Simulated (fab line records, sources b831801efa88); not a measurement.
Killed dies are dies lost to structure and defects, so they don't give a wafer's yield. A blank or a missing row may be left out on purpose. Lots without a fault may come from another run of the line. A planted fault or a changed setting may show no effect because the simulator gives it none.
A struck lot beside a sound one | flow sky130 | 16 steps out of a route of 708
Sound: wafers L134.3, L134.4, L134.5. Struck: wafer L137.3. (L137.2, L137.4 of the same lot were not struck and are left out.) The cause comes at the end.
At each step with rows: each side's tool, then ch and its chambers, then its first start. Under that, the readings that differ: sound wafers | struck wafers | difference of the means | sigmas: that difference in standard deviations of wafers without a fault.
alike: readings whose means differ by less than 2 such deviations, and words and numbers that are the same on both sides. not compared: withheld readings, readings that some wafer has no value for, bounds like >300 that may hide the same value, and numbers for which the record gives no deviation and whose values overlap.
The two part at a step that has a row with sigmas, a row that says differs or no value, or rows on one side only. Numbers that don't overlap but have no deviation are shown without sigmas and don't part them. A reading that every wafer of one side lacks parts them only if that side has two wafers or more.

SKY_SD_N_OVL_MEAS_08:
  sound on overlay-02, day 32 22:35; struck on overlay-02, day 33 20:59
  alike: SD_N_OVL
then, 2 steps without rows for these wafers: SKY_SD_N_IMPLANT_09; SKY_SD_N_IMPLANT_10.
SKY_SD_N_STRIP_11: strips in O2/N2.
  sound on plasma_asher-04 ch 0,1, day 32 22:56; struck on plasma_asher-01 ch 1, day 33 21:19
  reading                      | sound             | struck | difference | sigmas
  strip_time_to_endpoint_s (s) | 22.59 22.62 22.56 | 22.47  | -0.12      | -2
  alike: drypump_motor_current_A, oes_product_au
  not compared: rf_hours_counter_h
SKY_SD_N_TW_MEAS_12:
  sound on film_metro-04, day 32 23:01; struck on film_metro-03, day 33 21:25
  alike: SD_N_TW
then, 1 step without rows for these wafers: SKY_SD_N_CLEAN_13 (cleans in SC1/SC2, time 150 s).
SKY_SD_N_RTA_14: time 2 s.
  sound on rtp_anneal-02 ch 0, day 32 23:08; struck on rtp_anneal-01 ch 0, day 33 21:32
  alike: lamp_power_pct, wafer_temp_C_max
SKY_SD_N_RS_MEAS_16: measures by four-point-probe.
  sound on film_metro-04, day 32 23:20; struck on film_metro-03, day 33 21:46
  alike: SD_N_RS
SKY_SD_N_RS_MEAS_17: measures by four-point-probe.
  sound on film_metro-04, day 32 23:27; struck on film_metro-03, day 33 21:53
  alike: SD_P_RS
SKY_SD_N_RS_MEAS_18: measures by four-point-probe.
  sound on film_metro-04, day 32 23:34; struck on film_metro-03, day 33 22:01
  alike: RES_XHIGH_RS
then, 1 step without rows for these wafers: SKY_SALICIDE_CLEAN_00 (cleans in HF-last, time 30 s).
SKY_LI_CONTACT_HDPCVD_00: deposits PSG, target thk 930 nm, time 155 s.
  sound on hdpcvd-01 ch 0,1,2, day 32 23:40; struck on hdpcvd-02 ch 0, day 33 22:08
  reading                                       | sound             | struck | difference | sigmas
  run_length_s (s)                              | 183.5 182.5 183.2 | 196.5  | +13.4      | +23
  model.PSG_of_LI_CONTACT_HDPCVD_00.thk_nm (nm) | 912 911.2 908     | 995.9  | +85.5      |
SKY_LI_CONTACT_THK_MEAS_01:
  sound on film_metro-04, day 32 23:47; struck on film_metro-04, day 33 22:14
  reading                    | sound       | struck | difference | sigmas
  LI_CONTACT_HDPCVD_THK (nm) | 912 911 909 | 995    | +84        | +9
SKY_LI_CONTACT_CMP_02: polishes PSG.
  sound on cmp-02 ch 0,2, day 32 23:53; struck on cmp-02 ch 0, day 33 22:17
  reading                | sound          | struck | difference | sigmas
  time_to_endpoint_s (s) | 28.1 30.3 29.0 | 40.8   | +11.7      | +5
  alike: motor_current_A
SKY_LI_CONTACT_BOW_MEAS_03:
  sound on film_metro-03, day 33 00:10; struck on film_metro-04, day 33 22:37
  alike: LI_CONTACT_BOW
then, 1 step without rows for these wafers: SKY_PAD_OPEN_PROBE_99.

WHERE THEY PART
First at SKY_SD_N_STRIP_11; last, within this record, at SKY_LI_CONTACT_CMP_02. Later steps at which nothing parts them and some readings are alike: SKY_LI_CONTACT_BOW_MEAS_03.

WHY: what the simulator had put in
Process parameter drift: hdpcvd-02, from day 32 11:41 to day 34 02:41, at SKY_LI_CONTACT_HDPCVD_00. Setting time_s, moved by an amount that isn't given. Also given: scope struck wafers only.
